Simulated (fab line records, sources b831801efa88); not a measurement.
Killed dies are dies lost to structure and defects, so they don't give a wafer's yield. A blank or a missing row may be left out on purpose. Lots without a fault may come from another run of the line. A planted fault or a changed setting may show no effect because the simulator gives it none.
fab line records | flow sky130
record lots=5 wafers=15 last_day=50
route steps=708 shown SD_P@324 RES_XHIGH@332 SD_N@342 PAD_OPEN@708
lots that met no fault: from a run of the same line without faults
start_h: hours from the record's first day to the start of the lot's first wafer shown | wait_h: hours since the lot's step before | " the same as in the row above | L1.1+2: a row that stands for several wafers | - no value, or no start given | * or withheld: withheld | < > ~ a bound
route shown NAME@n: a module of which the file shows steps, and the number in the route of the first | usual: mean/standard deviation of fault-free wafers | same: alike in all rows | chamber/n: place in a boat | sites: the reading at each site | _std_site: their standard deviation | _edge_site: outer sites' mean less inner sites' | radius_mm: how far each site lies from the wafer's centre | mask NAME#n: copy n | behind: the tool/chamber that last shaped the wafer | hold: why the lot was held/for how many hours/how that ended | device: the transistor (n, p or np) that didn't switch | end of line: the same wafers' tests at the end of the route | a step without rows: its recipe alone | killed: dies lost to structure and defects at the first sort, not the wafer's yield | map: a wafer's dies, x killed, . not, _ none there
set.NAME: the setting as run; set.NAME@STEP: as run at that earlier step | model.NAME: the simulator's own value behind a step, which no gauge read
lots at some steps of the route; a table a step, a row a wafer
services: from which hour (start_h, from the record's first day; less than 0 if before it) a tool's chamber was out of use, for how many hours, and why
## steps
# step SKY_SD_P_EXPOSE_04
# recipe mask_id=PSDM na=0.6 source_shape=conventional sigma_outer=0.6 polarization=unpolarized target_cd_nm=380 dose_mj=138
# step SKY_SD_P_PEB_05
# recipe temp_c=withheld time_s=* resist=NOVOLAK
# step SKY_SD_P_DEVELOP_06
# recipe resist=NOVOLAK developer=TMAH develop_time_s=60 dev_temp_c=23
# step SKY_SD_P_CD_MEAS_07
# recipe target_cd_nm=380
# usual cd_nm=380.3/2.3
# columns lot.wafer tool chamber start_h wait_h cd_nm
L464.3 cd_sem-02 - 583.70 0.1 380.8
L464.4 " - " " 380.8
L464.5 " - " " 381.0
L473.3 cd_sem-02 - 665.25 0.1 385.0
L473.4 " - " " 382.5
L473.5 " - " " 382.7
L481.3 cd_sem-02 - 727.70 0.1 378.2
L481.4 " - " " 376.7
L481.6 " - " " 377.0
L484.3 cd_sem-01 - 751.70 0.1 376.1
L484.4 " - " " 378.4
L484.5 " - " " 376.7
L486.2 cd_sem-02 - 785.65 0.1 383.2
L486.4 " - " " 380.0
L486.6 " - " " 379.6
# step SKY_SD_P_OVL_MEAS_08
# usual SD_P_OVL=0.2/1.4
# columns lot.wafer tool chamber start_h wait_h SD_P_OVL[nm]
L464.3 overlay-01 - 583.79 0.1 -0.4
L464.4 " - " " -0.4
L464.5 " - " " 1.5
L473.3 overlay-01 - 665.34 0.1 1.3
L473.4 " - " " 1.7
L473.5 " - " " 0.0
L481.3 overlay-01 - 727.79 0.1 2.2
L481.4 " - " " 0.4
L481.6 " - " " 2.3
L484.3 overlay-02 - 751.79 0.1 -0.8
L484.4 " - " " -1.2
L484.5 " - " " -0.6
L486.2 overlay-01 - 785.76 0.1 1.3
L486.4 " - " " 0.0
L486.6 " - " " 2.0
# step SKY_SD_P_IMPLANT_09
# recipe species=BF2 energy_kev=20 dose_cm2=3e+15 tilt_deg=0
# step SKY_SD_P_STRIP_10
# recipe chemistry=O2/N2 power_w=1400 pressure_mtorr=1500 platen_temp_c=withheld o2_flow_sccm=3000 n2_flow_sccm=300 overash_fraction=0.5
# usual chamber_pressure_mTorr=1500.0/1.2 drypump_motor_current_A=5.7/0.37 oes_product_au=0.617/0.0047 strip_time_to_endpoint_s=17.50/0.04
# columns lot.wafer tool chamber start_h wait_h chamber_pressure_mTorr drypump_motor_current_A oes_product_au rf_hours_counter_h strip_time_to_endpoint_s
L464.3 plasma_asher-04 0 584.00 0.1 1500.4 6.1 0.623 - 17.51
L464.4 " 1 " " 1501.7 6.0 0.615 - 17.49
L464.5 " 1 " " 1500.5 6.0 0.626 - 17.50
L473.3 plasma_asher-01 1 665.55 0.1 1499.3 5.2 0.613 - 17.52
L473.4 " 0 " " 1498.8 5.2 0.612 - 17.55
L473.5 " 1 " " 1499.8 5.2 0.623 - 17.54
L481.3 plasma_asher-04 1 728.00 0.1 1499.4 6.0 0.613 - 17.48
L481.4 " 0 " " 1499.8 6.1 0.616 - 17.53
L481.6 " 1 " " 1500.8 6.0 0.617 - 17.50
L484.3 plasma_asher-01 0 752.00 0.1 1497.7 5.2 0.613 - 17.53
L484.4 " 1 " " 1499.5 5.1 0.626 - 17.52
L484.5 " 1 " " 1499.8 5.2 0.620 - 17.54
L486.2 plasma_asher-04 0 785.94 0.1 1500.4 6.1 0.610 3 17.48
L486.4 " 0 " " 1500.6 6.1 0.610 - 17.50
L486.6 " 0 " " 1502.2 6.1 0.610 - 17.47
# step SKY_SD_P_TW_MEAS_11
# usual SD_P_TW=2859/16
# columns lot.wafer tool chamber start_h wait_h SD_P_TW
L464.3 film_metro-03 - 584.09 0.1 2857
L464.4 " - " " 2852
L464.5 " - " " 2842
L473.3 film_metro-03 - 665.64 0.1 2860
L473.4 " - " " 2878
L473.5 " - " " 2860
L481.3 film_metro-03 - 728.09 0.1 2849
L481.4 " - " " 2881
L481.6 " - " " 2863
L484.3 film_metro-04 - 752.09 0.1 2861
L484.4 " - " " 2848
L484.5 " - " " 2848
L486.2 film_metro-03 - 786.05 0.1 2879
L486.4 " - " " 2901
L486.6 " - " " 2875
# step SKY_RES_XHIGH_DEHYDRATE_00
# recipe temp_c=200 time_s=60
# step SKY_RES_XHIGH_HMDS_01
# recipe prime_time_s=60 prime_temp_c=120
# step SKY_RES_XHIGH_COAT_02
# recipe resist=NOVOLAK spin_rpm=3000 resist_thk_nm=1140
# step SKY_RES_XHIGH_SOFTBAKE_03
# recipe temp_c=90.34 time_s=60 resist=NOVOLAK
# step SKY_RES_XHIGH_EXPOSE_04
# recipe mask_id=URPM na=0.6 source_shape=conventional sigma_outer=0.6 polarization=unpolarized target_cd_nm=1270 dose_mj=140
# same na=0.6
# columns lot.wafer tool chamber start_h wait_h mask
L464.3+4+5 iline_stepper-01 0 598.81 - URPM#0
L473.3+4+5 iline_stepper-02 0 679.08 - NSDM#0
L481.3+4+6 iline_stepper-02 0 741.35 - URPM#0
L484.3+4+5 iline_stepper-02 0 766.66 - URPM#0
L486.2+4+6 iline_stepper-02 0 799.01 - URPM#0
# step SKY_RES_XHIGH_PEB_05
# recipe temp_c=withheld time_s=* resist=NOVOLAK
# step SKY_RES_XHIGH_DEVELOP_06
# recipe resist=NOVOLAK developer=TMAH develop_time_s=60 dev_temp_c=23
# step SKY_RES_XHIGH_IMPLANT_07
# recipe species=BF2 energy_kev=20 dose_cm2=3.6e+14 tilt_deg=0
# step SKY_RES_XHIGH_STRIP_08
# recipe chemistry=O2/N2 power_w=1400 pressure_mtorr=1500 platen_temp_c=withheld o2_flow_sccm=3000 n2_flow_sccm=300 overash_fraction=0.5
# usual chamber_pressure_mTorr=1499.9/1.3 drypump_motor_current_A=5.6/0.41 oes_product_au=0.710/0.0045 strip_time_to_endpoint_s=14.27/0.038
# columns lot.wafer tool chamber start_h wait_h chamber_pressure_mTorr drypump_motor_current_A oes_product_au rf_hours_counter_h strip_time_to_endpoint_s
L464.3 plasma_asher-02 0 613.35 0.1 1499.7 5.9 0.713 - 14.24
L464.4 " 1 " " 1500.8 5.5 0.697 - 14.21
L464.5 " 1 " " 1499.3 5.5 0.707 - 14.25
L473.3 plasma_asher-02 0 693.56 0.1 1499.8 5.8 0.717 - 14.23
L473.4 " 1 " " 1501.0 5.5 0.711 - 14.22
L473.5 " 0 " " 1501.9 5.9 0.716 - 14.25
L481.3 plasma_asher-02 1 756.40 0.1 1501.7 5.5 0.711 - 14.27
L481.4 " 0 " " 1500.1 5.8 0.704 - 14.25
L481.6 " 0 " " 1500.4 5.8 0.711 - 14.25
L484.3 plasma_asher-01 0 779.60 0.1 1497.6 5.2 0.707 - 14.28
L484.4 " 1 " " 1501.0 5.2 0.712 - 14.28
L484.5 " 0 " " 1499.7 5.2 0.703 - 14.29
L486.2 plasma_asher-02 0 812.61 0.1 1500.4 5.9 0.719 98 14.31
L486.4 " 1 " " 1499.7 5.4 0.711 - 14.30
L486.6 " 0 " " 1499.4 5.8 0.711 - 14.27
# step SKY_RES_XHIGH_TW_MEAS_09
# usual RES_XHIGH_TW=1655/10
# columns lot.wafer tool chamber start_h wait_h RES_XHIGH_TW
L464.3 film_metro-04 - 613.43 0.1 1655
L464.4 " - " " 1664
L464.5 " - " " 1664
L473.3 film_metro-04 - 693.64 0.1 30
L473.4 " - " " 30
L473.5 " - " " 30
L481.3 film_metro-04 - 756.49 0.1 1654
L481.4 " - " " 1647
L481.6 " - " " 1644
L484.3 film_metro-01 - 779.68 0.1 1657
L484.4 " - " " 1662
L484.5 " - " " 1673
L486.2 film_metro-04 - 812.72 0.1 1651
L486.4 " - " " 1649
L486.6 " - " " 1654
# step SKY_SD_N_DEHYDRATE_00
# recipe temp_c=200 time_s=60
# step SKY_PAD_OPEN_PROBE_99
# columns lot.wafer tool chamber start_h wait_h model.etest.res_ndiff.line_ohm_um model.etest.nfet_g5v0d10v5.r_on_ohm_um model.etest.sonos_uncharged.r_on_ohm_um model.etest.nfet_01v8.r_on_ohm_um model.etest.licon_ndiff.rc_ohm model.etest.res_ndiff.rs_ohm_sq model.etest.nfet_01v8_lvt.drive_ua_um model.etest.res_ndiff_hv.rs_ohm_sq
L464.3 prober-01 - 1077.29 0.2 766.1 1823 795.3 844.2 180.4 118.5 567 112
L464.4 prober-01 - 1077.34 0.2 757.5 1853 787.3 825.6 181.1 118.7 583.4 111.5
L464.5 prober-01 - 1077.39 0.2 757.8 1826 773.3 809 187.6 119.5 590.1 112.2
L473.3 prober-01 - 1132.18 0.2 914.8 1937 881.3 855.6 212.7 147.4 570.6 132.8
L473.4 prober-01 - 1132.23 0.2 932.9 1980 905.3 877.1 227.8 147.8 564.4 133.5
L473.5 prober-01 - 1132.28 0.2 955.5 1996 889.6 878.6 230.8 147.3 571.1 133.2
L481.3 prober-01 - 1173.69 0.2 750.9 1867 795.5 827.7 186.4 120 578.5 114.3
L481.4 prober-01 - 1173.74 0.2 753.7 1886 811.5 833.3 185.8 120.8 572.4 114.6
L481.6 prober-01 - 1173.84 0.2 739.5 1889 815.5 851.3 183 119.5 565.2 114
L484.3 prober-02 - 1189.28 0.2 767.3 1908 828.9 848.7 180.5 120.9 565 116.2
L484.4 prober-02 - 1189.33 0.2 762.4 1946 850.6 886.9 182.8 121.3 550.4 114.9
L484.5 prober-02 - 1189.38 0.2 768.9 1910 830.5 852.5 186.2 120.4 576.6 115.3
L486.2 prober-01 - 1208.08 0.1 746.8 1899 818.1 842.4 183.2 119.2 570.9 114
L486.4 prober-01 - 1208.18 0.2 757.8 1890 820.4 832.4 179 119 582.4 114.3
L486.6 prober-01 - 1208.28 0.2 753.4 1882 814.7 834.6 185.3 119.9 581.5 113.5
# killed by level:class
L464.3 VIA1:geometric_particle:open=12 CONTACT:geometric_particle:open=8 VIA3:geometric_particle:open=7 LI_CONTACT:geometric_particle:open=6 VIA1:geometric_particle:short=5 CONTACT:geometric_particle:short=4 VIA2:geometric_particle:open=4 FIELD_ISO:geometric_particle:open=3
L464.4 FIELD_ISO:geometric_particle:short=9 VIA1:geometric_particle:open=8 FIELD_ISO:geometric_particle:open=6 CONTACT:geometric_particle:open=6 METAL4:geometric_particle:short=6 CONTACT:geometric_particle:short=5 LI_CONTACT:geometric_particle:open=4 POLY_GATE:geometric_particle:short=3
L464.5 VIA1:geometric_particle:open=11 VIA3:geometric_particle:open=9 CONTACT:geometric_particle:open=6 VIA1:geometric_particle:short=5 METAL1:geometric_particle:short=4 VIA2:geometric_particle:open=4 POLY_GATE:geometric_particle:short=3 POLY_GATE:geometric_particle:open=3
L481.3 VIA1:geometric_particle:short=11 VIA1:geometric_particle:open=9 VIA2:geometric_particle:open=7 CONTACT:geometric_particle:open=6 METAL4:geometric_particle:short=5 LOCAL_INTERCONNECT:geometric_particle:short=5 LI_CONTACT:geometric_particle:open=4 VIA3:geometric_particle:short=4
L481.4 CONTACT:geometric_particle:open=12 VIA1:geometric_particle:open=10 VIA1:geometric_particle:short=7 METAL2:geometric_particle:short=7 VIA3:geometric_particle:open=6 FIELD_ISO:geometric_particle:open=5 LOCAL_INTERCONNECT:geometric_particle:short=5 LI_CONTACT:geometric_particle:open=4
L481.6 VIA2:geometric_particle:open=10 LI_CONTACT:geometric_particle:open=7 CONTACT:geometric_particle:open=7 VIA1:geometric_particle:open=7 VIA3:geometric_particle:open=5 FIELD_ISO:geometric_particle:short=4 VIA1:geometric_particle:short=4 METAL3:geometric_particle:short=4
L484.3 VIA1:geometric_particle:open=15 VIA2:geometric_particle:open=8 CONTACT:geometric_particle:open=7 FIELD_ISO:geometric_particle:short=6 LI_CONTACT:geometric_particle:open=6 VIA1:geometric_particle:short=6 LOCAL_INTERCONNECT:geometric_particle:short=5 POLY_GATE:geometric_particle:short=4
L484.4 METAL2:geometric_particle:short=9 FIELD_ISO:geometric_particle:short=6 POLY_GATE:geometric_particle:open=6 CONTACT:geometric_particle:short=6 VIA1:geometric_particle:short=5 VIA1:geometric_particle:open=5 VIA2:geometric_particle:open=5 POLY_GATE:geometric_particle:short=4
L484.5 VIA1:geometric_particle:open=15 CONTACT:geometric_particle:open=12 LI_CONTACT:geometric_particle:open=8 FIELD_ISO:geometric_particle:open=6 CONTACT:geometric_particle:short=6 VIA3:geometric_particle:open=6 POLY_GATE:geometric_particle:short=4 VIA1:geometric_particle:short=4
L486.2 VIA1:geometric_particle:open=15 CONTACT:geometric_particle:short=9 CONTACT:geometric_particle:open=8 METAL1:geometric_particle:short=8 LI_CONTACT:geometric_particle:open=7 VIA3:geometric_particle:open=6 VIA2:geometric_particle:open=4 POLY_GATE:geometric_particle:open=3
L486.4 VIA1:geometric_particle:open=12 LI_CONTACT:geometric_particle:open=7 CONTACT:geometric_particle:short=6 METAL1:geometric_particle:short=6 CONTACT:geometric_particle:open=6 LOCAL_INTERCONNECT:geometric_particle:short=6 VIA1:geometric_particle:short=6 METAL2:geometric_particle:short=6
L486.6 VIA1:geometric_particle:open=11 LOCAL_INTERCONNECT:geometric_particle:short=8 LI_CONTACT:geometric_particle:open=7 CONTACT:geometric_particle:short=7 METAL1:geometric_particle:short=7 POLY_GATE:geometric_particle:short=6 VIA3:geometric_particle:open=6 CONTACT:geometric_particle:open=5
## services
# columns tool chamber start_h hours kind
plasma_asher-01 - 565.73 2.4 repair
plasma_asher-02 - 599.76 0.6 repair
plasma_asher-02 - 617.27 24.5 repair
iline_stepper-02 - 633.14 1.7 pm
iline_stepper-01 - 676.18 8.9 pm
plasma_asher-01 - 679.05 14.7 repair
plasma_asher-02 - 691.80 0.5 repair
plasma_asher-01 - 693.75 2.8 pm
plasma_asher-01 - 709.86 2.4 repair
iline_stepper-01 - 714.95 1.7 pm
iline_stepper-02 - 723.24 1.4 repair
plasma_asher-04 - 733.75 9.0 pm
plasma_asher-04 0 733.75 9.0 vent_cycle
plasma_asher-04 1 733.75 9.0 vent_cycle
plasma_asher-01 - 738.93 9.2 repair
plasma_asher-04 0 742.75 - clean
plasma_asher-04 1 742.75 - clean
iline_stepper-02 0 748.94 - calibration
plasma_asher-04 - 750.26 10.0 pm
iline_stepper-01 0 763.29 - calibration
plasma_asher-04 - 797.02 2.8 pm
iline_stepper-01 - 801.52 1.5 repair
## key
first_sign step=SKY_RES_XHIGH_EXPOSE_04 reading=mask direction=changed
effect step=SKY_RES_XHIGH_TW_MEAS_09 reading=RES_XHIGH_TW direction=down sigmas=99+ usual=1655 struck=30
model_effect step=SKY_PAD_OPEN_PROBE_99 value=etest.res_ndiff.line_ohm_um without=750.8 struck=934.4
met_at SKY_RES_XHIGH_EXPOSE_04
struck_wafers L473.3,L473.4,L473.5
sort_left_out L473.3,L473.4,L473.5
tester_left_out L473
fault kind=wrong_mask tool=any chamber=- onset_h=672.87 steps=SKY_RES_XHIGH_EXPOSE_04 aux_copy=NSDM#0 scope=struck_lots_only
# tester_left_out: of these lots the tester's yield and bins aren't shown, on N5 and GAA mostly nor the transistor test; their killed dies are dies lost to structure and defects alone, not to doping, threshold or leakage, so they don't give the yield
# sort_left_out: the simulated sort isn't trusted on such a fault, so these wafers' sort isn't shown, and their yield isn't known
